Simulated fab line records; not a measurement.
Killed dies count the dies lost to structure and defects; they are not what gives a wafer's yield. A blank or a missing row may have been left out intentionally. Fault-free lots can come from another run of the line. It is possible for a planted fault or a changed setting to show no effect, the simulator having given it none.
8D (eight disciplines) problem report, filled in by code || flow sky130 || the parts of the form that need people (team, actions taken, sign-off) are left out

1. WHAT WENT WRONG
At SKY_PAD_OPEN_PROBE_99, killed_at_M0_to_M3 averages 103 over 4 wafers from 2 lots, while fault-free wafers read 43, standard deviation 6.5. Relative to the usual mean, that is a shift of +9.3 standard deviations.
Seen first at day 47 09:19 on prober-02, wafer L613.3. The record holds 18 wafers of 6 lots with a number at this step. By rule, "out" or "out of limits" means more than 4 standard deviations away from the usual mean. The other wafers with a number count as sound.

2. WHAT IT IS AND WHAT IT IS NOT
{"question": "which readings at this step", "is": "killed_at_M0_to_M3, defect limited yield, killed dies, sort_bin_3_pad_short, sort_bin_5_function, sort n pass, sort yield pct", "is not": "killed_at_M4_up, killed at front end, killed at other, killed open, killed short, sort_bin_6_memory"}
{"question": "which lots", "is": "L613, L617", "is not": "L607, L609, L626, L629"}
{"question": "which wafers of those lots", "is": "L613.3, L613.6, L617.3, L617.5", "is not": "L613.4, L617.2"}
{"question": "read on which tools", "is": "prober-02", "is not": "prober-01"}
{"question": "when", "is": "from day 47 09:19", "is not": "up to then (6 sound wafers); but 8 sound wafers of L613, L617, L626, L629 came after"}

3. SUSPECTS, AND WHAT RULES EACH OUT
Counting: if a tool at a process step up to the reading ran every lot that is out, it stays a suspect. Sound lots after the first of them don't rule it out here, since some wafers of a struck lot are sound.
- hdpcvd-01 at SKY_VIA3_HDPCVD_00 (deposits SiO2, target thk 1635 nm, time 272.5 s): kept. Every lot that is out went through it, the first being L613 (day 40 12:46); the last sound lot it ran before that was L609 (day 39 04:31).
- cvd w-02 at SKY_VIA3_CVD_21 (deposits W, target thk 390 nm, time 117.31 s): kept. It ran every lot that is out, first L613 (day 41 14:24).
- cmp-02 at SKY_VIA3_CMP_24 (polishes, stops on SiO2, t overpolish 20 s, target thk 0 nm): kept. Every lot that is out went through it, the first being L613 (day 41 14:40); the last sound lot it ran before that was L609 (day 40 07:12).
- prober-02 at SKY_PAD_OPEN_PROBE_99: kept. Every lot that is out went through it, the first being L613 (day 47 09:19); the last sound lot it ran before that was L609 (day 46 06:01). Its own readings are out on those wafers: defect limited yield, killed_at_M0_to_M3, killed dies, sort_bin_3_pad_short, sort_bin_5_function, sort n pass, sort yield pct.
Left after counting: hdpcvd-01 at SKY_VIA3_HDPCVD_00, cvd w-02 at SKY_VIA3_CVD_21, cmp-02 at SKY_VIA3_CMP_24, prober-02 at SKY_PAD_OPEN_PROBE_99.

4. THE CAUSE (what the simulator had put in)
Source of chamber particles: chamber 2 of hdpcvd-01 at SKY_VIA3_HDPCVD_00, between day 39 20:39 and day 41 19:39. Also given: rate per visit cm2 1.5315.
Counting left 4 suspects, and this tool is among them.

5. THE EFFECT CHAIN, in route order
Each row: a reading whose mean over the struck wafers that have a number lies more than 3 standard deviations from the usual. Readings are gone through only where the record gives a usual standard deviation; hours: the median, over the lots, of the time from a lot's start at the first step in this table giving one to that lot's start at this step; sigmas: the change measured in usual standard deviations.
{"hours": 0, "step": "SKY_PAD_OPEN_PROBE_99", "reading": "defect limited yield", "usual": "82.4 %", "on struck wafers": 70.7, "change": -11.7, "sigmas": -6.5}
{"hours": 0, "step": "SKY_PAD_OPEN_PROBE_99", "reading": "killed_at_M0_to_M3", "usual": 43, "on struck wafers": 103, "change": "+60", "sigmas": "+9.3"}
{"hours": 0, "step": "SKY_PAD_OPEN_PROBE_99", "reading": "killed dies", "usual": 86, "on struck wafers": 144, "change": "+58", "sigmas": "+6.7"}
{"hours": 0, "step": "SKY_PAD_OPEN_PROBE_99", "reading": "sort_bin_3_pad_short", "usual": "0.9 %", "on struck wafers": 4.0, "change": "+3.1", "sigmas": "+7.3"}
{"hours": 0, "step": "SKY_PAD_OPEN_PROBE_99", "reading": "sort_bin_5_function", "usual": "10.5 %", "on struck wafers": 17.9, "change": "+7.4", "sigmas": "+5.3"}
{"hours": 0, "step": "SKY_PAD_OPEN_PROBE_99", "reading": "sort n pass", "usual": 406, "on struck wafers": 348, "change": -58, "sigmas": -6.7}
{"hours": 0, "step": "SKY_PAD_OPEN_PROBE_99", "reading": "sort yield pct", "usual": "82.4 %", "on struck wafers": 70.7, "change": -11.7, "sigmas": -6.5}
Process steps it contains:
- SKY_PAD_OPEN_PROBE_99

6. WHAT WOULD HAVE CAUGHT IT SOONER
The fault began at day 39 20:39; the first out-of-limits reading in this record came at day 47 09:19, 181 hours later.
By day 47 09:19 the whole set of lots that are out, 2 in number, had already begun SKY_VIA3_HDPCVD_00 on hdpcvd-01. None of them would have been spared by holding the tool at that moment.
